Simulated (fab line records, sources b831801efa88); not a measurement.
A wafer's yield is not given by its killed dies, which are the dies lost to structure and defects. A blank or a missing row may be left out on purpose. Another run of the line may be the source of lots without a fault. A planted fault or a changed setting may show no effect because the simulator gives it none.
A struck lot beside a sound one ; flow sky130 ; 14 steps out of a route of 708
Sound: these wafers, L904.2, L904.4, L904.5. The struck wafers were L921.1, L921.5, L921.6. Last of all comes the cause.
Each step with rows lists, per side, the tool, then ch with its chambers, then its first start. Under that, the readings that differ: sound wafers ; struck wafers ; difference of the means ; sigmas: that difference in standard deviations of wafers without a fault.
alike: a reading whose means differ by less than 2 such deviations, as well as words and numbers matching on both sides. not compared: withheld readings; readings where some wafer has no value; bounds like >300 that might hide an equal value; numbers whose values overlap and for which the record gives no deviation.
Wherever a step has rows on one side only, a row that says differs or no value, or a row with sigmas, the two part there. Numbers that have no deviation but don't overlap get no sigmas and don't part them. A reading that every wafer of one side lacks parts them only if that side has two wafers or more.

first, 4 steps without rows for these wafers: SKY_RES_XHIGH_EXPOSE_04 (exposes mask URPM, target cd 1270 nm); SKY_RES_XHIGH_PEB_05; SKY_RES_XHIGH_DEVELOP_06 (develop time 60 s); SKY_RES_XHIGH_IMPLANT_07.
SKY_RES_XHIGH_STRIP_08: strips in O2/N2.
  sound on plasma-asher-02 ch 0,1, day 27 08:03; struck on plasma-asher-02 ch 0,1, day 32 23:14
  alike: drypump-motor-current-A, oes-product-au, strip-time-to-endpoint-s
  not compared: rf-hours-counter-h
SKY_RES_XHIGH_TW_MEAS_09:
  struck on film-metro-04, day 32 23:20; sound on film-metro-01, day 27 08:10
  alike: RES_XHIGH_TW
then, 6 steps without rows for these wafers: SKY_SD_N_DEHYDRATE_00 (time 60 s); SKY_SD_N_HMDS_01 (prime time 60 s); SKY_SD_N_COAT_02 (resist thk 1140 nm); SKY_SD_N_SOFTBAKE_03 (time 60 s); SKY_SD_N_EXPOSE_04 (exposes mask NSDM, target cd 380 nm); SKY_SD_N_PEB_05.
SKY_SD_N_DEVELOP_06: develop time 60 s.
  sound on litho-track-04 ch 0, day 28 12:46; struck on litho-track-04, day 34 01:06
  no value came back on the struck wafers for chill-plate-temp-C (C), develop-time-s (s); on the sound wafers chill-plate-temp-C (C) reads 23.10 23.06 23.01
SKY_SD_N_CD_MEAS_07 targets a cd of 380 nm.
  struck on cd-sem-02, day 34 01:15; sound on cd-sem-02, day 28 12:55
reading;sound;struck;difference;sigmas
cd-nm (nm);379.8 379.7 384.5;- - -;no value on the struck wafers;

## WHERE THEY PART
At SKY_SD_N_DEVELOP_06 first; at SKY_SD_N_CD_MEAS_07 last (within this record only).

WHY: whatever the simulator had introduced
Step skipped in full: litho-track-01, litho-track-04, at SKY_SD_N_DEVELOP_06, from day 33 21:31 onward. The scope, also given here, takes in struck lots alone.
